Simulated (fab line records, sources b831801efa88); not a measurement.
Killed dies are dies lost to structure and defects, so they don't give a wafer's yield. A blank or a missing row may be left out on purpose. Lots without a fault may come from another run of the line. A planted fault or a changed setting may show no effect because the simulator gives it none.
Problem report in the 8D (eight disciplines) form, filled by code | flow gf180mcu | the parts of the form that need people (team, actions taken, sign-off) are left out

1. THE PROBLEM
CONTACT_W_RS at GF_CONTACT_RS_MEAS_25 reads a mean of 0.501 ohm/sq on 4 wafers of 3 lots; wafers without a fault read 0.379 ohm/sq with a standard deviation of 0.0069. That is +18 standard deviations from the usual mean.
The step: measures by four-point-probe.
First seen on wafer L270.5, day 21 02:59, on film_metro-04. The record holds 34 wafers of 12 lots with a number at this step. Rule for "out", or "out of limits": more than 4 standard deviations from the usual mean. The other wafers with a number count as sound.

2. WHAT IT IS AND WHAT IT IS NOT
question                    | is                             | is not
which readings at this step | CONTACT_W_RS                   | -
which lots                  | L270, L272, L274               | L258, L259, L260, L261, L264, L267, L268, L269, L279
which wafers of those lots  | L270.5, L272.4, L272.5, L274.5 | L270.1, L270.3, L274.6
read on which gauges        | film_metro-04                  | film_metro-01, film_metro-03
when                        | from day 21 02:59              | up to then (26 sound wafers); but 4 sound wafers of L274, L279 came after

3. SUSPECTS, AND WHAT RULES EACH OUT
Counting: a tool at a process step up to the reading stays a suspect if it ran every lot that is out. Sound lots after the first of them don't rule it out here, since some wafers of a struck lot are sound.
- the gauge at GF_CONTACT_RS_MEAS_25: kept. All the wafers that are out were read on film_metro-04, and no step on other tools shows them out.
- cvd_w-02 at GF_CONTACT_CVD_24 (deposits W, target thk 300 nm, time 90.339 s): kept. It ran every lot that is out, first L270 (day 21 02:53); its last sound lot up to then is L268 (day 20 14:22).
Left after counting: cvd_w-02 at GF_CONTACT_CVD_24, film_metro-04 at GF_CONTACT_RS_MEAS_25.

4. THE CAUSE (what the simulator had put in)
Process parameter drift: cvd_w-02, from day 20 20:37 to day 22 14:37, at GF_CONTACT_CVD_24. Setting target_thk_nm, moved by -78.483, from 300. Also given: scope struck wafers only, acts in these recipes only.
Counting left 2 suspects, and this tool is among them.

5. THE CHAIN OF EFFECTS, in route order
Each row: a reading whose mean over the struck wafers that have a number lies more than 3 standard deviations from the usual. Only readings for which the record gives a usual standard deviation are gone through. hours: the time from each lot's start at the first step in this table that gives one to its start at this step, as a median over the lots. sigmas: the change in usual standard deviations.
hours | step                   | reading            | usual        | on struck wafers | change | sigmas
0     | GF_CONTACT_RS_MEAS_25  | CONTACT_W_RS       | 0.379 ohm/sq | 0.501            | +0.122 | +18
0     | GF_CONTACT_THK_MEAS_26 | CONTACT_W_THK      | 310 nm       | 233              | -77    | -13
0     | GF_CONTACT_CMP_27      | time_to_endpoint_s | 72 s         | 54               | -18    | -4.3
The process steps in it:
- GF_CONTACT_CMP_27: polishes, stops on SiO2, t overpolish 15 s, target thk 0 nm.

6. WHAT WOULD HAVE CAUGHT IT SOONER
In this record the first reading out of limits at a measuring or inspecting step was taken at day 21 02:59, 6 hours after the fault began at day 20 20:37.
Of the tool readings at GF_CONTACT_CVD_24 for which the record gives a usual standard deviation, none was out on any struck wafer, so an alarm limit of 4 standard deviations on them would not have fired.
Of the lots that are out (3), L272, L274 began GF_CONTACT_CVD_24 on cvd_w-02 after day 21 02:59. A hold on the tool at that time would have spared those 2.
